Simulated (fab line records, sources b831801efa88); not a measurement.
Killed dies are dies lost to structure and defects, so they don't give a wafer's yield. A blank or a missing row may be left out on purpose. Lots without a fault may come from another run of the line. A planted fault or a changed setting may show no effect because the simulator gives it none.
One fault seen from 2 desks | flow sky130 | each desk has only its own numbers; what lay behind them comes last

THE METROLOGY DESK
What the gauges read, lot by lot, whatever tool the lot ran on: means of the sampled wafers that have a number. A lot is out of limits, marked OUT, if its mean lies more than 4 standard deviations from the usual mean; the brackets give that distance.
Columns: A = VT_ADJUST_LVTN_TW at SKY_VT_ADJUST_LVTN_TW_MEAS_10, usual 239.7; B = CONTACT_OVL at SKY_CONTACT_OVL_MEAS_15, usual -1 nm
lot  | first seen here | A     | B
L541 | day 6 21:06     | 240.1 | -1
L542 | day 7 05:38     | 239.4 | 4
L543 | day 7 09:38     | 240.6 | -1
L545 | day 7 22:53     | 241.1 | -3
L547 | day 8 15:56     | 238.7 | -10
L550 | day 9 14:18     | 237.9 | 0
L551 | day 9 19:52     | 238.8 | -
L552 | day 10 00:38    | 239.1 | -
L553 | day 10 10:20    | 240.0 | 0
L554 | day 10 17:50    | 238.4 | -1
L555 | day 10 20:06    | 239.6 | 2
L561 | day 12 07:38    | 240.5 | -4
L563 | day 12 23:35    | 240.3 | 0
L564 | day 13 04:15    | 240.4 | 0
This desk's finding: nothing out of limits on any of the 14 lots.

THE TOOL OWNER'S DESK: krf_scanner-02
The tool's own readings at SKY_LOCAL_INTERCONNECT_EXPOSE_08 (exposes mask LI1M, target cd 170 nm): means of the sampled wafers that have a number, for each lot that ran on this tool. A lot is out of limits, marked OUT, if its mean lies more than 4 standard deviations from the usual mean; the brackets give that distance.
Columns: A = exposure_dose_mJ_cm2 at SKY_LOCAL_INTERCONNECT_EXPOSE_08, usual 27.962; B = focus_offset_nm at SKY_LOCAL_INTERCONNECT_EXPOSE_08, usual -0.1 nm; C = stage_vel_mm_s at SKY_LOCAL_INTERCONNECT_EXPOSE_08, usual 500.00 mm/s
lot  | first seen here | A      | B    | C
L541 | day 29 17:37    | 27.989 | 0.7  | 499.64
L542 | day 30 02:46    | 27.972 | -0.4 | 499.84
L547 | day 32 11:46    | 27.945 | 0.4  | 499.68
L553 | day 34 03:35    | 27.985 | 0.7  | 499.84
L554 | day 34 11:29    | 27.957 | -0.1 | 499.91
L561 | day 36 06:20    | 27.956 | -0.1 | 500.24
L563 | day 36 21:41    | 27.925 | -0.2 | 499.98
L564 | day 37 01:19    | 27.935 | 0.1  | 499.96
This desk's finding: nothing out of limits on any of the 8 lots.

PUT TOGETHER
The metrology desk saw nothing out of limits.
The tool owner's desk saw nothing out of limits.

WHAT THE SIMULATOR HAD PUT IN
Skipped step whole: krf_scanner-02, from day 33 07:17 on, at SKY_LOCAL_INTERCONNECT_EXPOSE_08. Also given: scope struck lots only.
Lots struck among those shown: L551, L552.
